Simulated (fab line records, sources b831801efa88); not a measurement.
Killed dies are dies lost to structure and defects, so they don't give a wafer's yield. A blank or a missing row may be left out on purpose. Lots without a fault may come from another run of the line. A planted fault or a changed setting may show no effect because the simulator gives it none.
fab line records | flow sky130
record lots=5 wafers=15 last_day=50
route steps=708 shown METAL3@535 CAPM@537
lots that met no fault: from a run of the same line without faults
start_h: hours from the record's first day to the start of the lot's first wafer shown | wait_h: hours since the lot's step before | " the same as in the row above | L1.1+2: a row that stands for several wafers | - no value, or no start given | * or withheld: withheld | < > ~ a bound
route shown NAME@n: a module of which the file shows steps, and the number in the route of the first | usual: mean/standard deviation of fault-free wafers | same: alike in all rows | chamber/n: place in a boat | sites: the reading at each site | _std_site: their standard deviation | _edge_site: outer sites' mean less inner sites' | radius_mm: how far each site lies from the wafer's centre | mask NAME#n: copy n | behind: the tool/chamber that last shaped the wafer | hold: why the lot was held/for how many hours/how that ended | device: the transistor (n, p or np) that didn't switch | end of line: the same wafers' tests at the end of the route | a step without rows: its recipe alone | killed: dies lost to structure and defects at the first sort, not the wafer's yield | map: a wafer's dies, x killed, . not, _ none there
set.NAME: the setting as run; set.NAME@STEP: as run at that earlier step | model.NAME: the simulator's own value behind a step, which no gauge read
lots at some steps of the route; a table a step, a row a wafer
services: from which hour (start_h, from the record's first day; less than 0 if before it) a tool's chamber was out of use, for how many hours, and why
## steps
# step SKY_METAL3_SPUTTER_03
# recipe material=Ti target_thk_nm=5 power_w=3000 time_s=3.3 chamber_pressure_pa=0.4
# usual throttle_valve_pct=29.6/0.79
# columns lot.wafer tool chamber start_h wait_h throttle_valve_pct
L074.1 pvd_sputter-01 - 848.73 0.0 29.4
L074.2 " - " " 28.7
L074.3 " - " " 30.4
L082.2 pvd_sputter-04 - 918.49 0.0 29.5
L082.3 " - " " 29.6
L082.4 " - " " 28.7
L092.1 pvd_sputter-04 - 983.08 0.0 30.0
L092.2 " - " " 29.2
L092.6 " - " " 29.4
L093.3 pvd_sputter-01 - 1001.27 0.0 30.4
L093.4 " - " " 28.4
L093.6 " - " " 29.3
L096.1 pvd_sputter-04 - 1007.67 0.0 29.9
L096.2 " - " " 28.6
L096.3 " - " " 29.6
# step SKY_METAL3_SPUTTER_04
# recipe material=TiN target_thk_nm=70 power_w=6500 time_s=58.3 chamber_pressure_pa=0.4
# usual throttle_valve_pct=29.7/0.79
# columns lot.wafer tool chamber start_h wait_h throttle_valve_pct
L074.1 pvd_sputter-01 - 848.75 0.0 29.3
L074.2 " - " " 28.6
L074.3 " - " " 30.4
L082.2 pvd_sputter-04 - 918.51 0.0 29.5
L082.3 " - " " 29.6
L082.4 " - " " 28.5
L092.1 pvd_sputter-04 - 983.10 0.0 29.7
L092.2 " - " " 28.8
L092.6 " - " " 29.7
L093.3 pvd_sputter-01 - 1001.29 0.0 30.2
L093.4 " - " " 28.8
L093.6 " - " " 29.5
L096.1 pvd_sputter-04 - 1007.69 0.0 29.7
L096.2 " - " " 28.5
L096.3 " - " " 29.7
# step SKY_CAPM_CVD_00
# recipe material=SiO2 target_thk_nm=15.5 temp_c=400 time_s=withheld rf_w=450
# usual heater_power_w=714/80
# columns lot.wafer tool chamber start_h wait_h heater_power_w
L074.1 pecvd-02 1 848.80 0.0 789
L074.2 " 2 " " 654
L074.3 " 0 " " 756
L082.2 pecvd-04 0 918.55 0.0 737
L082.3 " 1 " " 781
L082.4 " 1 " " 764
L092.1 pecvd-03 2 983.15 0.0 691
L092.2 " 0 " " 689
L092.6 " 1 " " 771
L093.3 pecvd-02 0 1001.34 0.0 734
L093.4 " 0 " " 744
L093.6 " 1 " " 820
L096.1 pecvd-02 0 1007.74 0.0 656
L096.2 " 2 " " 545
L096.3 " 1 " " 749
# step SKY_CAPM_THK_MEAS_01
# recipe reads=SiO2_of_CAPM_CVD_00
# usual CAPM_CVD_00_THK=15.48/0.22
# columns lot.wafer tool chamber start_h wait_h CAPM_CVD_00_THK[nm]
L074.1 film_metro-02 - 848.82 - 15.51
L074.2 " - " " 15.51
L074.3 " - " " 15.72
L082.2 film_metro-04 - 918.59 - 15.27
L082.3 " - " " 15.16
L082.4 " - " " 15.66
L092.1 film_metro-03 - 983.17 - 15.22
L092.2 " - " " 15.18
L092.6 " - " " 15.42
L093.3 film_metro-03 - 1001.38 - 15.39
L093.4 " - " " 15.78
L093.6 " - " " 15.53
L096.1 film_metro-03 - 1007.76 - 15.67
L096.2 " - " " 15.46
L096.3 " - " " 15.67
# step SKY_CAPM_SPUTTER_02
# recipe material=TiN target_thk_nm=200 temp_c=300 power_w=6500 time_s=166.7 chamber_pressure_pa=0.4
# usual throttle_valve_pct=30.0/0.97
# columns lot.wafer tool chamber start_h wait_h throttle_valve_pct
L074.1 pvd_sputter-02 - 848.88 0.1 30.2
L074.2 " - " " 29.6
L074.3 " - " " 27.8
L082.2 pvd_sputter-01 - 918.64 0.0 29.4
L082.3 " - " " 30.8
L082.4 " - " " 28.7
L092.1 pvd_sputter-03 - 983.23 0.1 31.0
L092.2 " - " " 28.9
L092.6 " - " " 28.8
L093.3 pvd_sputter-03 - 1001.42 0.0 31.1
L093.4 " - " " 31.1
L093.6 " - " " 30.1
L096.1 pvd_sputter-03 - 1007.82 0.1 29.0
L096.2 " - " " 31.1
L096.3 " - " " 31.1
# step SKY_CAPM_RS_MEAS_03
# recipe thk_meas_gauge=four-point-probe reads=TiN_of_CAPM_SPUTTER_02
# usual CAPM_TIN_RS=6.95/0.075
# columns lot.wafer tool chamber start_h wait_h CAPM_TIN_RS[ohm/sq]
L074.1 film_metro-03 - 848.99 0.1 7.01
L074.2 " - " " 7.05
L074.3 " - " " 6.94
L082.2 film_metro-02 - 918.77 0.1 6.98
L082.3 " - " " 6.97
L082.4 " - " " 7.00
L092.1 film_metro-04 - 983.34 0.1 6.99
L092.2 " - " " 6.94
L092.6 " - " " 6.97
L093.3 film_metro-04 - 1001.57 0.1 6.91
L093.4 " - " " 6.82
L093.6 " - " " 6.97
L096.1 film_metro-02 - 1007.93 0.1 6.91
L096.2 " - " " 6.92
L096.3 " - " " 7.03
# step SKY_CAPM_THK_MEAS_04
# recipe thk_meas_gauge=xrf reads=TiN_of_CAPM_SPUTTER_02
# usual CAPM_TIN_THK=200.6/2.2
# columns lot.wafer tool chamber start_h wait_h CAPM_TIN_THK[nm]
L074.1 film_metro-03 - 849.11 0.1 199.0
L074.2 " - " " 197.5
L074.3 " - " " 199.9
L082.2 film_metro-02 - 918.88 0.1 200.0
L082.3 " - " " 200.4
L082.4 " - " " 199.3
L092.1 film_metro-04 - 983.46 0.1 198.7
L092.2 " - " " 201.8
L092.6 " - " " 199.9
L093.3 film_metro-04 - 1001.67 0.1 201.7
L093.4 " - " " 203.6
L093.6 " - " " 200.1
L096.1 film_metro-02 - 1008.05 0.1 202.4
L096.2 " - " " 201.7
L096.3 " - " " 199.2
# step SKY_CAPM_DEHYDRATE_05
# recipe temp_c=200 time_s=60
# columns lot.wafer tool chamber start_h wait_h
L074.1+2+3 litho_track-03 0 861.32 12.2
L082.2+3+4 litho_track-03 0 930.24 11.4
L092.1+2+6 litho_track-01 0 994.79 11.3
L093.3+4+6 litho_track-04 0 1012.06 10.4
L096.1+2+3 litho_track-04 0 1019.51 11.5
# step SKY_CAPM_HMDS_06
# recipe prime_time_s=60 prime_temp_c=120
# usual prime_temp_c=120.00/0.14
# columns lot.wafer tool chamber start_h wait_h prime_temp_c
L074.1 litho_track-03 0 861.47 0.1 120.06
L074.2 " 0 " " 120.17
L074.3 " 0 " " 120.12
L082.2 litho_track-03 0 930.39 0.1 119.90
L082.3 " 0 " " 120.03
L082.4 " 0 " " 120.00
L092.1 litho_track-01 0 994.94 0.1 119.94
L092.2 " 0 " " 119.97
L092.6 " 0 " " 120.10
L093.3 litho_track-04 0 1012.21 0.1 120.16
L093.4 " 0 " " 120.01
L093.6 " 0 " " 119.97
L096.1 litho_track-04 0 1019.66 0.1 120.02
L096.2 " 0 " " 120.16
L096.3 " 0 " " 119.91
# step SKY_CAPM_COAT_07
# recipe resist=NOVOLAK spin_rpm=3000 resist_thk_nm=1140
# columns lot.wafer tool chamber start_h wait_h
L074.1+2+3 litho_track-03 0 861.62 0.1
L082.2+3+4 litho_track-03 0 930.54 0.1
L092.1+2+6 litho_track-01 0 995.09 0.1
L093.3+4+6 litho_track-04 0 1012.36 0.1
L096.1+2+3 litho_track-04 0 1019.81 0.1
# step SKY_CAPM_SOFTBAKE_08
# recipe temp_c=90 time_s=60 resist=NOVOLAK
# columns lot.wafer tool chamber start_h wait_h
L074.1+2+3 litho_track-03 0 861.77 0.1
L082.2+3+4 litho_track-03 0 930.69 0.1
L092.1+2+6 litho_track-01 0 995.24 0.1
L093.3+4+6 litho_track-04 0 1012.51 0.1
L096.1+2+3 litho_track-04 0 1019.96 0.1
# step SKY_CAPM_EXPOSE_09
# recipe mask_id=CAPM na=0.6 source_shape=conventional sigma_outer=0.6 polarization=unpolarized target_cd_nm=1000 dose_mj=159
# columns lot.wafer tool chamber start_h wait_h mask
L074.1+2+3 iline_stepper-02 0 - - CAPM#0
L082.2+3+4 iline_stepper-02 0 - - CAPM#0
L092.1+2+6 iline_stepper-01 0 - - CAPM#0
L093.3+4+6 iline_stepper-01 0 - - CAPM#0
L096.1+2+3 iline_stepper-01 0 - - CAPM#0
# step SKY_CAPM_PEB_10
# recipe temp_c=withheld time_s=* resist=NOVOLAK
# columns lot.wafer tool chamber start_h wait_h
L074.1+2+3 litho_track-04 0 - -
L082.2+3+4 litho_track-01 0 - -
L092.1+2+6 litho_track-03 0 - -
L093.3+4+6 litho_track-03 0 - -
L096.1+2+3 litho_track-01 0 - -
# step SKY_CAPM_DEVELOP_11
# recipe resist=NOVOLAK developer=TMAH develop_time_s=60 dev_temp_c=23
# columns lot.wafer tool chamber start_h wait_h
L074.1+2+3 litho_track-04 0 874.96 0.1
L082.2+3+4 litho_track-01 0 942.91 0.1
L092.1+2+6 litho_track-03 0 1005.47 0.1
L093.3+4+6 litho_track-03 0 1024.02 0.1
L096.1+2+3 litho_track-01 0 1030.39 0.1
# step SKY_CAPM_OVL_MEAS_12
# usual CAPM_OVL=-0.3/1.2
# columns lot.wafer tool chamber start_h wait_h CAPM_OVL[nm]
L074.1 overlay-02 - 875.11 0.1 -1.1
L074.2 " - " " -1.6
L074.3 " - " " -2.1
L082.2 overlay-01 - 943.04 0.1 -0.7
L082.3 " - " " -0.2
L082.4 " - " " -0.7
L092.1 overlay-01 - 1005.62 0.1 -0.6
L092.2 " - " " 0.1
L092.6 " - " " 0.3
L093.3 overlay-02 - 1024.13 0.1 -0.5
L093.4 " - " " 0.7
L093.6 " - " " 1.3
L096.1 overlay-02 - 1030.54 0.1 0.6
L096.2 " - " " -1.4
L096.3 " - " " -1.3
# step SKY_CAPM_METAL_ETCH_13
# recipe target_depth_nm=220 stop_on=SiO2 chemistry=Cl2/BCl3 target=TiN pressure_mtorr=10 icp_w=900 bias_w=48.5 Cl2_flow_sccm=60 bcl3_flow_sccm=30 time_s=62.9
# usual drypump_motor_current_A=5.8/0.5 mfc_cl2_sccm=60.02/0.17 oes_product_au=0.939/0.0074 throttle_valve_pct=21.904/0.01
# columns lot.wafer tool chamber start_h wait_h drypump_motor_current_A mfc_cl2_sccm oes_product_au rf_hours_counter_h throttle_valve_pct
L074.1 rie_metal-03 0 875.15 0.0 5.7 60.15 0.932 15 21.896
L074.2 " 1 " " 5.0 60.07 0.939 5 21.909
L074.3 " 0 " " 5.7 59.94 0.934 - 21.895
L082.2 rie_metal-03 1 943.07 0.0 5.0 60.14 0.933 7 21.907
L082.3 " 1 " " 5.0 60.32 0.937 - 21.905
L082.4 " 0 " " 5.7 60.06 0.933 - 21.924
L092.1 rie_metal-03 0 1005.65 0.0 5.6 60.12 0.937 0 21.914
L092.2 " 1 " " 5.0 59.78 0.946 12 21.912
L092.6 " 0 " " 5.6 60.30 0.950 - 21.911
L093.3 rie_metal-04 1 1024.18 0.0 6.1 60.09 0.942 - 21.899
L093.4 " 0 " " 6.1 60.04 0.951 - 21.894
L093.6 " 1 " " 6.1 60.34 0.937 - 21.930
L096.1 rie_metal-04 1 1030.57 0.0 6.1 59.90 0.945 16 21.904
L096.2 " 0 " " 6.1 59.84 0.940 19 21.910
L096.3 " 1 " " 6.1 60.05 0.933 - 21.918
# step SKY_CAPM_STRIP_14
# recipe chemistry=O2/N2 power_w=1400 pressure_mtorr=1500 platen_temp_c=withheld o2_flow_sccm=3000 n2_flow_sccm=300 overash_fraction=0.5
# usual drypump_motor_current_A=5.8/0.41 oes_product_au=0.710/0.0047 strip_time_to_endpoint_s=12.65/0.048
# columns lot.wafer tool chamber start_h wait_h drypump_motor_current_A oes_product_au rf_hours_counter_h strip_time_to_endpoint_s
L074.1 plasma_asher-04 1 875.23 0.1 6.0 0.710 45 12.60
L074.2 " 0 " " 5.3 0.716 45 12.60
L074.3 " 1 " " 6.0 0.710 - 12.55
L082.2 plasma_asher-04 1 943.15 0.1 6.0 0.713 52 12.69
L082.3 " 0 " " 5.3 0.715 - 12.65
L082.4 " 1 " " 6.0 0.712 - 12.65
L092.1 plasma_asher-04 1 1005.73 0.1 6.0 0.720 58 12.70
L092.2 " 0 " " 5.2 0.714 58 12.68
L092.6 " 0 " " 5.2 0.711 - 12.72
L093.3 plasma_asher-03 0 1024.26 0.1 5.5 0.695 - 12.73
L093.4 " 1 " " 5.9 0.701 - 12.72
L093.6 " 1 " " 5.9 0.716 - 12.69
L096.1 plasma_asher-04 0 1030.65 0.1 5.3 0.709 60 12.66
L096.2 " 1 " " 6.0 0.706 60 12.66
L096.3 " 1 " " 6.0 0.706 - 12.64
# step SKY_CAPM_STRIP_15
# recipe chemistry=post_etch_residue_remover time_s=1200 temp_c=72.5
# columns lot.wafer tool chamber start_h wait_h
L074.1+2+3 wet_bench-04 0 875.33 0.1
L082.2+3+4 wet_bench-02 2 943.25 0.1
L092.1+2+6 wet_bench-01 3 1005.83 0.1
L093.3+4+6 wet_bench-01 1 1024.33 0.0
L096.1+2+3 wet_bench-01 2 1030.75 0.1
# step SKY_CAPM_CLEAN_16
# recipe chemistry=IPA time_s=180 temp_c=25
# columns lot.wafer tool chamber start_h wait_h
L074.1+2+3 wet_bench-02 2 875.67 0.0
L082.2+3+4 wet_bench-04 2 943.59 0.0
L092.1+2+6 wet_bench-02 2 1006.17 0.0
L093.3+4+6 wet_bench-04 0 1024.67 0.0
L096.1+2+3 wet_bench-01 1 1031.09 0.0
# step SKY_CAPM_CLEAN_17
# recipe chemistry=O3/DIW dry=n2_spin
# columns lot.wafer tool chamber start_h wait_h
L074.1+2+3 wet_bench-01 1 875.73 0.0
L082.2+3+4 wet_bench-02 3 943.66 0.0
L092.1+2+6 wet_bench-04 3 1006.24 0.0
L093.3+4+6 wet_bench-01 3 1024.73 0.0
L096.1+2+3 wet_bench-04 1 1031.15 0.0
# step SKY_METAL3_DEHYDRATE_05
# recipe temp_c=200 time_s=60
# columns lot.wafer tool chamber start_h wait_h
L074.1+2+3 litho_track-02 0 888.49 12.7
L082.2+3+4 litho_track-02 0 954.36 10.6
L092.1+2+6 litho_track-02 0 1017.44 11.1
L093.3+4+6 litho_track-01 0 1034.99 10.2
L096.1+2+3 litho_track-02 0 1042.09 10.8
# step SKY_METAL3_HMDS_06
# recipe prime_time_s=60 prime_temp_c=120
# usual prime_temp_c=119.99/0.14
# columns lot.wafer tool chamber start_h wait_h prime_temp_c
L074.1 litho_track-02 0 888.64 0.1 119.86
L074.2 " 0 " " 120.00
L074.3 " 0 " " 119.95
L082.2 litho_track-02 0 954.51 0.1 120.13
L082.3 " 0 " " 120.02
L082.4 " 0 " " 119.90
L092.1 litho_track-02 0 1017.59 0.1 120.00
L092.2 " 0 " " 120.16
L092.6 " 0 " " 120.00
L093.3 litho_track-01 0 1035.14 0.1 120.00
L093.4 " 0 " " 120.00
L093.6 " 0 " " 120.03
L096.1 litho_track-02 0 1042.24 0.1 120.04
L096.2 " 0 " " 119.76
L096.3 " 0 " " 120.02
# step SKY_METAL3_COAT_07
# recipe resist=BARC temp_c=withheld time_s=withheld spin_rpm=3000 resist_thk_nm=60
# columns lot.wafer tool chamber start_h wait_h
L074.1+2+3 litho_track-02 0 888.79 0.1
L082.2+3+4 litho_track-02 0 954.66 0.1
L092.1+2+6 litho_track-02 0 1017.74 0.1
L093.3+4+6 litho_track-01 0 1035.29 0.1
L096.1+2+3 litho_track-02 0 1042.39 0.1
# step SKY_METAL3_COAT_08
# recipe resist=KrF-thick spin_rpm=3000 resist_thk_nm=1140
# columns lot.wafer tool chamber start_h wait_h
L074.1+2+3 litho_track-02 0 - -
L082.2+3+4 litho_track-02 0 - -
L092.1+2+6 litho_track-02 0 - -
L093.3+4+6 litho_track-01 0 - -
L096.1+2+3 litho_track-02 0 - -
# step SKY_METAL3_SOFTBAKE_09
# recipe temp_c=100 time_s=90 resist=KrF-thick
# columns lot.wafer tool chamber start_h wait_h
L074.1+2+3 litho_track-02 0 - -
L082.2+3+4 litho_track-02 0 - -
L092.1+2+6 litho_track-02 0 - -
L093.3+4+6 litho_track-01 0 - -
L096.1+2+3 litho_track-02 0 - -
# step SKY_METAL3_EXPOSE_10
# recipe mask_id=MM3 na=0.68 source_shape=annular sigma_inner=0.4 sigma_outer=0.8 target_cd_nm=300 dose_mj=28
# columns lot.wafer tool chamber start_h wait_h mask
L074.1+2+3 krf_scanner-02 0 - - MM3#0
L082.2+3+4 krf_scanner-02 0 - - MM3#0
L092.1+2+6 krf_scanner-01 0 - - MM3#0
L093.3+4+6 krf_scanner-01 0 - - MM3#0
L096.1+2+3 krf_scanner-02 0 - - MM3#0
# step SKY_METAL3_PEB_11
# recipe peb_temp_c=withheld peb_time_s=withheld resist=KrF-thick
# columns lot.wafer tool chamber start_h wait_h
L074.1+2+3 litho_track-01 0 - -
L082.2+3+4 litho_track-02 0 - -
L092.1+2+6 litho_track-02 0 - -
L093.3+4+6 litho_track-01 0 - -
L096.1+2+3 litho_track-02 0 - -
# step SKY_METAL3_DEVELOP_12
# recipe develop_time_s=60 resist=KrF-thick dev_temp_c=21
# columns lot.wafer tool chamber start_h wait_h
L074.1+2+3 litho_track-01 0 - -
L082.2+3+4 litho_track-02 0 - -
L092.1+2+6 litho_track-02 0 - -
L093.3+4+6 litho_track-01 0 - -
L096.1+2+3 litho_track-02 0 - -
# step SKY_METAL3_CD_MEAS_13
# recipe target_cd_nm=300
# usual cd_nm=299.8/1.4
# columns lot.wafer tool chamber start_h wait_h cd_nm
L074.1 cd_sem-02 - 901.39 - 300.7
L074.2 " - " " 302.4
L074.3 " - " " 301.5
L082.2 cd_sem-01 - 967.41 - 296.7
L082.3 " - " " 296.9
L082.4 " - " " 297.1
L092.1 cd_sem-01 - 1028.89 - 298.0
L092.2 " - " " 299.0
L092.6 " - " " 299.3
L093.3 cd_sem-01 - 1046.73 - 299.8
L093.4 " - " " 299.9
L093.6 " - " " 300.1
L096.1 cd_sem-02 - 1053.49 - 298.3
L096.2 " - " " 298.2
L096.3 " - " " 299.9
# step SKY_METAL3_OVL_MEAS_14
# usual METAL3_OVL=-5/5.5
# columns lot.wafer tool chamber start_h wait_h METAL3_OVL[nm]
L074.1 overlay-01 - 901.51 0.1 -4
L074.2 " - " " -8
L074.3 " - " " -6
L082.2 overlay-02 - 967.51 0.1 -11
L082.3 " - " " -3
L082.4 " - " " -10
L092.1 overlay-01 - 1029.01 0.1 9
L092.2 " - " " 7
L092.6 " - " " 8
L093.3 overlay-01 - 1046.82 0.1 -10
L093.4 " - " " -15
L093.6 " - " " -2
L096.1 overlay-02 - 1053.61 0.1 -1
L096.2 " - " " 1
L096.3 " - " " -1
# step SKY_METAL3_DESCUM_15
# recipe chemistry=O2 source_power_w=150 bias_power_w=0 pressure_mtorr=10 temp_c=40 time_s=8
# usual drypump_motor_current_A=5.9/0.61 oes_product_au=0.992/0.011
# columns lot.wafer tool chamber start_h wait_h drypump_motor_current_A oes_product_au rf_hours_counter_h
L074.1 rie_metal-02 1 901.54 0.0 6.3 1.011 8
L074.2 " 0 " " 6.1 1.009 11
L074.3 " 1 " " 6.4 1.008 -
L082.2 rie_metal-01 0 967.54 0.0 5.6 0.983 7
L082.3 " 1 " " 6.8 0.981 -
L082.4 " 0 " " 5.6 0.983 -
L092.1 rie_metal-02 0 1029.04 0.0 6.2 1.010 18
L092.2 " 1 " " 6.3 0.991 15
L092.6 " 0 " " 6.2 1.003 -
L093.3 rie_metal-01 0 1046.85 0.0 5.6 0.986 -
L093.4 " 1 " " 6.8 0.983 -
L093.6 " 1 " " 6.8 0.983 -
L096.1 rie_metal-03 1 1053.64 0.0 5.0 0.998 14
L096.2 " 0 " " 5.7 0.995 3
L096.3 " 0 " " 5.7 0.976 -
# step SKY_METAL3_ETCH_16
# recipe chemistry=N2/H2 target=BARC ion_energy_ev=200 bias_w=100 pressure_mtorr=30 n2_flow_sccm=100 h2_flow_sccm=200 icp_w=500 stop_on=SiO2 time_s=88.2 target_depth_a=600
# usual drypump_motor_current_A=5.9/0.62 oes_product_au=0.625/0.0047 throttle_valve_pct=13.204/0.0094
# columns lot.wafer tool chamber start_h wait_h drypump_motor_current_A oes_product_au rf_hours_counter_h throttle_valve_pct
L074.1 rie_metal-02 1 901.57 0.0 6.4 0.628 8 13.190
L074.2 " 0 " " 6.2 0.633 11 13.200
L074.3 " 1 " " 6.3 0.630 - 13.216
L082.2 rie_metal-01 0 967.57 0.0 5.6 0.629 7 13.175
L082.3 " 1 " " 6.8 0.614 - 13.210
L082.4 " 0 " " 5.6 0.630 - 13.214
L092.1 rie_metal-02 0 1029.07 0.0 6.2 0.621 18 13.190
L092.2 " 1 " " 6.4 0.627 15 13.211
L092.6 " 0 " " 6.2 0.628 - 13.212
L093.3 rie_metal-01 0 1046.91 0.0 5.6 0.627 - 13.216
L093.4 " 1 " " 6.9 0.621 - 13.223
L093.6 " 1 " " 6.9 0.614 - 13.205
L096.1 rie_metal-03 1 1053.67 0.0 5.0 0.619 15 13.217
L096.2 " 0 " " 5.7 0.613 3 13.206
L096.3 " 0 " " 5.7 0.629 - 13.201
# step SKY_METAL3_ETCH_17
# recipe target=SiO2 stop_on=TiN chemistry=C4F8/O2/Ar source_w=1500 bias_w=1200 pressure_mtorr=40 c4f8_flow_sccm=withheld O2_flow_sccm=6 Ar_flow_sccm=300 time_s=3.9 target_depth_a=150
# usual oes_product_au=0.754/0.007
# columns lot.wafer tool chamber start_h wait_h oes_product_au rf_hours_counter_h
L074.1 rie_diel-01 1 901.67 0.1 0.747 18
L074.2 " 3 " " 0.756 5
L074.3 " 2 " " 0.758 21
L082.2 rie_diel-03 2 967.67 0.1 0.758 3
L082.3 " 3 " " 0.745 12
L082.4 " 1 " " 0.757 12
L092.1 rie_diel-01 1 1029.17 0.1 0.750 22
L092.2 " 3 " " 0.746 10
L092.6 " 2 " " 0.761 -
L093.3 rie_diel-02 3 1046.97 0.0 0.765 24
L093.4 " 2 " " 0.758 9
L093.6 " 0 " " 0.753 -
L096.1 rie_diel-01 2 1053.77 0.1 0.766 26
L096.2 " 0 " " 0.756 16
L096.3 " 3 " " 0.758 11
# step SKY_METAL3_METAL_ETCH_18
# recipe target_depth_a=8450 stop_on=SiO2 over_etch_frac=0.3 time_s=183.1 chemistry=Cl2/BCl3 resist_sidewall_deg=88 pressure_mtorr=10 icp_w=900 bias_w=48.5 Cl2_flow_sccm=60 bcl3_flow_sccm=30
# usual drypump_motor_current_A=6.0/0.56 mfc_cl2_sccm=60.01/0.19 oes_product_au=0.866/0.0076 throttle_valve_pct=22.264/0.0089
# columns lot.wafer tool chamber start_h wait_h drypump_motor_current_A mfc_cl2_sccm oes_product_au rf_hours_counter_h throttle_valve_pct
L074.1 rie_metal-01 1 901.69 0.0 6.7 59.89 0.863 11 22.270
L074.2 " 0 " " 5.6 59.86 0.862 4 22.257
L074.3 " 1 " " 6.8 60.02 0.867 - 22.279
L082.2 rie_metal-02 1 967.69 0.0 6.3 59.69 0.872 11 22.266
L082.3 " 1 " " 6.3 59.64 0.874 - 22.273
L082.4 " 0 " " 6.2 60.22 0.857 - 22.269
L092.1 rie_metal-03 1 1029.19 0.0 5.0 59.89 0.871 13 22.255
L092.2 " 0 " " 5.7 59.58 0.872 1 22.257
L092.6 " 1 " " 5.0 60.29 0.862 - 22.266
L093.3 rie_metal-02 1 1047.11 0.1 6.4 59.83 0.862 - 22.265
L093.4 " 1 " " 6.4 59.97 0.860 - 22.253
L093.6 " 1 " " 6.4 59.86 0.852 - 22.257
L096.1 rie_metal-01 1 1053.79 0.0 6.8 60.22 0.861 20 22.257
L096.2 " 0 " " 5.6 59.83 0.876 13 22.288
L096.3 " 0 " " 5.6 59.77 0.870 - 22.259
## services
# columns tool chamber start_h hours kind
iline_stepper-01 - 826.98 4.4 pm
pvd_sputter-03 - 827.06 14.2 repair
pvd_sputter-03 - 834.33 1.8 repair
pvd_sputter-03 - 844.26 2.0 repair
plasma_asher-04 - 849.97 2.8 pm
pvd_sputter-03 - 852.36 2.8 repair
iline_stepper-01 - 857.16 13.8 repair
krf_scanner-02 - 871.61 1.0 pm
iline_stepper-01 - 874.70 1.3 repair
pecvd-02 - 876.44 6.0 pm
pecvd-02 2 884.47 4.8 repair
pvd_sputter-04 - 888.09 2.7 repair
krf_scanner-02 - 900.38 4.8 repair
iline_stepper-01 - 901.45 1.6 repair
wet_bench-02 - 906.85 1.2 repair
pvd_sputter-03 - 907.52 4.1 repair
krf_scanner-02 - 910.98 1.3 pm
iline_stepper-01 - 929.17 1.7 pm
iline_stepper-01 - 932.51 4.8 repair
krf_scanner-02 - 943.98 0.4 repair
rie_metal-03 - 960.31 2.8 pm
plasma_asher-04 - 1014.64 2.5 repair
rie_metal-01 - 1031.56 0.8 repair
rie_metal-02 0 1045.28 3.6 repair
## key
fault none
